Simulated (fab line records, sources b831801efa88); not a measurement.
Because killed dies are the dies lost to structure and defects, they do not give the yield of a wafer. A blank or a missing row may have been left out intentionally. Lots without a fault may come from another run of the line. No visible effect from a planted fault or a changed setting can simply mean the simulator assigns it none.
Struck lot and sound lot, side by side :: flow gf180mcu :: 16 steps out of a route of 602
Sound: wafers L821.2, L821.3, L821.5. The struck wafers were L831.2, L831.4, L831.6. At the end, the cause is stated.
For every step that has rows: the tool of each side, followed by ch and its chambers, followed by its first start. Under that, the readings that differ: sound wafers :: struck wafers :: difference of the means :: sigmas: that difference in standard deviations of wafers without a fault.
alike: same words and numbers on both sides, and readings whose means sit less than 2 such deviations apart. not compared: any withheld reading, any reading some wafer has no value for, any bound like >300 that may hide the same value, and any number with overlapping values for which the record gives no deviation.
The two part at a step that has a row with sigmas, a row that says differs or no value, or rows on one side only. Numbers that don't overlap but have no deviation are shown without sigmas and don't part them. A reading that every wafer of one side lacks parts them only if that side has two wafers or more.

first, 3 steps without rows for these wafers: GF_M5_EXPOSE_04 (exposes mask Metal5, target cd 280 nm); GF_M5_PEB_05 (peb time 90 s); GF_M5_DEVELOP_06 (develop time 60 s).
GF_M5_CD_MEAS_07: target cd 280 nm.
  sound: cd sem-02 at day 28 19:21; struck: cd sem-01 at day 32 00:51
  alike: cd nm
GF_M5_OVL_MEAS_08:
  sound: overlay-01 at day 28 19:28; struck: overlay-02 at day 32 00:58
  alike: M5_OVL
GF_M5_ETCH_09: etches Si3N4 in CF4/O2, target depth 52 nm, time 11.6 s.
  sound on rie diel-03 ch 0,1,3, day 28 19:29; struck on rie diel-03 ch 1,2,3, day 32 00:59
  alike: drypump motor current A, oes product au, throttle valve pct
  not compared: rf hours counter h
GF_M5_METAL_ETCH_10: etches the open film in Cl2/BCl3, stops on SiO2, target depth 750.8 nm, time 125.1 s.
  sound on rie metal-04 ch 0, day 28 19:31; struck on rie metal-02 ch 0,1, day 32 01:01
  alike: drypump motor current A, oes product au, throttle valve pct
  not compared: rf hours counter h
GF_M5_STRIP_11: strips in O2/N2.
  sound on plasma asher-04 ch 0, day 28 19:38; struck on plasma asher-04 ch 0,1, day 32 01:08
  alike: drypump motor current A, heater power w, oes product au, strip time to endpoint s
  not compared: rf hours counter h
then, 3 steps without rows for these wafers: GF_M5_STRIP_12 (strips in post etch residue remover, time 1200 s); GF_M5_CLEAN_13 (cleans in DIW); GF_V5_CVD_00 (deposits SiO2, target thk 300 nm, time 50 s).
GF_V5_THK_MEAS_01:
  sound: film metro-03 at day 28 20:15; struck: film metro-03 at day 32 01:44
  alike: V5_CVD_00_THK
GF_V5_CVD_02: deposits SiO2 from TEOS, target thk 1450 nm, time 163.28 s.
  sound on pecvd-01 ch 0,1,2, day 28 20:18; struck on pecvd-03 ch 0,2, day 32 01:47
reading: rf fwd power W (W)
sound: 596.1 597.0 598.9
struck: 357.5 359.9 360.0
difference: -238.2
sigmas: -99 or more

reading: model.SiO2_of_V5_CVD_02.thk nm (nm)
sound: 1445 1451 1457
struck: 1234 1248 1261
difference: -203
sigmas: 
  alike: heater power w
  not compared: since wet clean h
GF_V5_THK_MEAS_03:
  sound: film metro-01 at day 28 20:25; struck: film metro-01 at day 32 01:53
reading: V5_CVD_02_THK (nm)
sound: 1445 1451 1458
struck: 1235 1248 1260
difference: -204
sigmas: -13
GF_V5_CMP_04: polishes SiO2.
  sound on cmp-02 ch 0,1,3, day 28 23:36; struck on cmp-01 ch 0,1, day 32 01:58
  alike: motor current A, slurry filter dp kPa
after that, 1 step had no rows for these wafers: GF_PASSIVATION_PROBE_99.

WHERE THEY PART
Earliest at GF_V5_CVD_02; latest, in this record, at GF_V5_THK_MEAS_03. Later steps at which nothing parts them and some readings are alike: GF_V5_CMP_04.

WHY: what the simulator had put in
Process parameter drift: pecvd-03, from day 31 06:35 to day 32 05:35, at GF_V5_CVD_02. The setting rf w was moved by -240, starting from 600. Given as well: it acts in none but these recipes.
